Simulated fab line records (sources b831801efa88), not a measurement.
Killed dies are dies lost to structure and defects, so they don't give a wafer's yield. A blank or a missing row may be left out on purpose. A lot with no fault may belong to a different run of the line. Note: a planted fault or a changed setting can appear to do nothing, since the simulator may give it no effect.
Struck lot and sound lot, side by side    flow sky130    43 steps out of a route of 708
Sound: wafers L224.1, L224.2, L224.5. Struck: wafer L236.1 (L236.3, L236.6, from the same lot, were not struck and are left out); the cause is given at the end.
Each step with rows lists, per side, the tool, then ch with its chambers, then its first start. Under that, the readings that differ: sound wafers    struck wafers    difference of the means    sigmas: that difference in standard deviations of wafers without a fault.
alike: a reading whose means differ by less than 2 such deviations, as well as words and numbers matching on both sides. not compared: withheld readings; readings where some wafer has no value; bounds like >300 that might hide an equal value; numbers whose values overlap and for which the record gives no deviation.
The two part at a step that has a row with sigmas, a row that says differs or no value, or rows on one side only. Numbers that have no deviation but don't overlap get no sigmas and don't part them. A reading that every wafer of one side lacks parts them only if that side has two wafers or more.

SKY_CONTACT_OVL_MEAS_15:
  sound: overlay-02 at day 33 18:02; struck: overlay-02 at day 37 15:47
  alike: CONTACT_OVL
then, 2 steps without rows for these wafers: SKY_CONTACT_ETCH_16 (etches BARC in N2/H2, stops on SiO2, time 45.9 s, target depth 60 nm); SKY_CONTACT_ETCH_17 (etches SiO2 in C4F8/O2/Ar, stops on Si3N4, target depth 340 nm).
SKY_CONTACT_ETCH_18: etches Si3N4 in CHF3/O2, stops on TiN, time 39 s, target depth 75 nm.
  sound: rieDiel-01 ch 0,2; struck: rieDiel-01 ch 1
  alike: drypumpMotorCurrentA, oesProductAu, throttleValvePct
  not compared: rfHoursCounterH
SKY_CONTACT_STRIP_19: strips in O2/N2.
  sound on plasmaAsher-01 ch 0,1, day 33 18:13; struck on plasmaAsher-01 ch 0, day 37 15:58
  alike: drypumpMotorCurrentA, oesProductAu, stripTimeToEndpointS
  not compared: rfHoursCounterH
then, 5 steps without rows for these wafers: SKY_CONTACT_STRIP_20 (strips in post etch residue remover, time 1200 s); SKY_CONTACT_CLEAN_21 (cleans in IPA, time 180 s); SKY_CONTACT_CLEAN_22 (cleans in O3/DIW); SKY_CONTACT_SPUTTER_23 (material TiN, target thk 20 nm, time 80 s); SKY_CONTACT_CVD_24 (deposits W, target thk 340 nm, time 102.12 s).
SKY_CONTACT_RS_MEAS_25: the measuring method here is four-point-probe.
  sound: filmMetro-02 at day 33 18:58; struck: filmMetro-04 at day 37 16:44
  alike: CONTACT_W_RS
SKY_CONTACT_THK_MEAS_26: measures by xrf.
  sound: filmMetro-02 at day 33 19:05; struck: filmMetro-04 at day 37 16:52
reading             sound        struck  difference  sigmas
CONTACT_W_THK (nm)  323 312 315  325     +8          +2
SKY_CONTACT_CMP_27: polishes, stops on SiO2, t overpolish 15 s, target thk 0 nm.
  sound on cmp-02 ch 1,2,3, day 33 19:15; struck on cmp-02 ch 2, day 37 16:55
  alike: motorCurrentA, overpolishRunS, timeToEndpointS
then, 2 steps without rows for these wafers: SKY_METAL1_SPUTTER_00 (material Ti, target thk 15 nm, time 10 s); SKY_METAL1_SPUTTER_01 (material TiN, target thk 20 nm, time 16.7 s).
SKY_METAL1_SPUTTER_02: material AlCu, target thk 250 nm, time 13.3 s.
  sound: pvdSputter-01 at day 33 19:30; struck: pvdSputter-04 at day 37 17:16
  alike: throttleValvePct
then, 2 steps without rows for these wafers: SKY_METAL1_SPUTTER_03 (material Ti, target thk 5 nm, time 3.3 s); SKY_METAL1_SPUTTER_04 (material TiN, target thk 70 nm, time 58.3 s).
SKY_METAL1_RS_MEAS_05: the measuring method here is four-point-probe.
  sound: filmMetro-02 at day 33 19:35; struck: filmMetro-04 at day 37 17:22
reading                  sound                 struck  difference  sigmas
METAL1_ALCU_RS (ohm/sq)  0.1249 0.1252 0.1243  0.1283  +0.0035     +2
SKY_METAL1_THK_MEAS_06: measures by xrf.
  sound: filmMetro-02 at day 33 19:43; struck: filmMetro-04 at day 37 17:29
reading               sound        struck  difference  sigmas
METAL1_ALCU_THK (nm)  260 259 258  249     -10         -3
then, 8 steps without rows for these wafers: SKY_METAL1_DEHYDRATE_07 (time 60 s); SKY_METAL1_HMDS_08 (prime time 60 s); SKY_METAL1_COAT_09 (resist thk 60 nm); SKY_METAL1_COAT_10 (resist thk 450 nm); SKY_METAL1_SOFTBAKE_11 (time 90 s); SKY_METAL1_EXPOSE_12 (exposes mask MM1, target cd 140 nm); SKY_METAL1_PEB_13; SKY_METAL1_DEVELOP_14 (develop time 60 s).
SKY_METAL1_CD_MEAS_15 targets a cd of 140 nm.
  sound: cdSem-02 at day 34 22:31; struck: cdSem-02 at day 38 19:15
  alike: cdNm
SKY_METAL1_OVL_MEAS_16:
  sound: overlay-01 at day 34 22:38; struck: overlay-01 at day 38 19:22
  alike: METAL1_OVL
then, 2 steps without rows for these wafers: SKY_METAL1_DESCUM_17 (chemistry O2, time 8 s); SKY_METAL1_ETCH_18 (etches BARC in N2/H2, stops on SiO2, time 45.9 s, target depth 60 nm).
SKY_METAL1_METAL_ETCH_19: etches the open film in Cl2/BCl3, stops on SiO2, target depth 360 nm, time 81.04 s.
  sound on rieMetal-03 ch 0,1, day 34 22:46; struck on rieMetal-02 ch 1, day 38 19:30
  alike: drypumpMotorCurrentA, oesProductAu, throttleValvePct
  not compared: rfHoursCounterH
SKY_METAL1_STRIP_20: strips in O2/N2.
  sound on plasmaAsher-01 ch 0,1, day 34 22:51; struck on plasmaAsher-02 ch 0, day 38 19:35
  alike: drypumpMotorCurrentA, oesProductAu, stripTimeToEndpointS
  not compared: rfHoursCounterH
then, 4 steps without rows for these wafers: SKY_METAL1_STRIP_21 (strips in post etch residue remover, time 1200 s); SKY_METAL1_CLEAN_22 (cleans in IPA, time 180 s); SKY_METAL1_CLEAN_23 (cleans in O3/DIW); SKY_VIA1_HDPCVD_00 (deposits SiO2, target thk 1030 nm, time 171.7 s).
SKY_VIA1_THK_MEAS_01:
  sound: filmMetro-04 at day 34 23:36; struck: filmMetro-04 at day 38 20:17
reading               sound           struck  difference  sigmas
VIA1_HDPCVD_THK (nm)  1039 1021 1042  1001    -33         -3
then, 1 step without rows for these wafers: SKY_VIA1_CMP_02 (polishes SiO2).
SKY_VIA1_BOW_MEAS_03:
  sound: filmMetro-03 at day 34 23:58; struck: filmMetro-03 at day 38 20:39
  alike: VIA1_BOW
then, 1 step without rows for these wafers: SKY_VIA1_DEHYDRATE_04 (time 60 s).
-- the record jumps here: 11 days lie between the struck wafers' starts before and after (it left off in module VIA1 and takes up again in module PAD_OPEN, whose first step shown is number 708 of the route) --
SKY_PAD_OPEN_PROBE_99:
  sound: prober-02 at day 47 10:14; struck: prober-02 at day 50 04:41
reading             sound      struck  difference  sigmas
killed_at_M0_to_M3  43 31 54   25      -18         -2
killedAtContacts    19 24 25   227     +204        +41
killedDies          71 70 101  263     +182        +18
killedOnRim         19 16 19   49      +31         +8
killedOpen          44 36 53   22      -22         -3
killedShort         27 34 48   19      -17         -3
  alike: killed_at_M4_up, killedAtFrontEnd, killedAtOther

## WHERE THEY PART
At SKY_CONTACT_THK_MEAS_26 first; at SKY_PAD_OPEN_PROBE_99 last (within this record only).

WHY: the cause the simulator had injected
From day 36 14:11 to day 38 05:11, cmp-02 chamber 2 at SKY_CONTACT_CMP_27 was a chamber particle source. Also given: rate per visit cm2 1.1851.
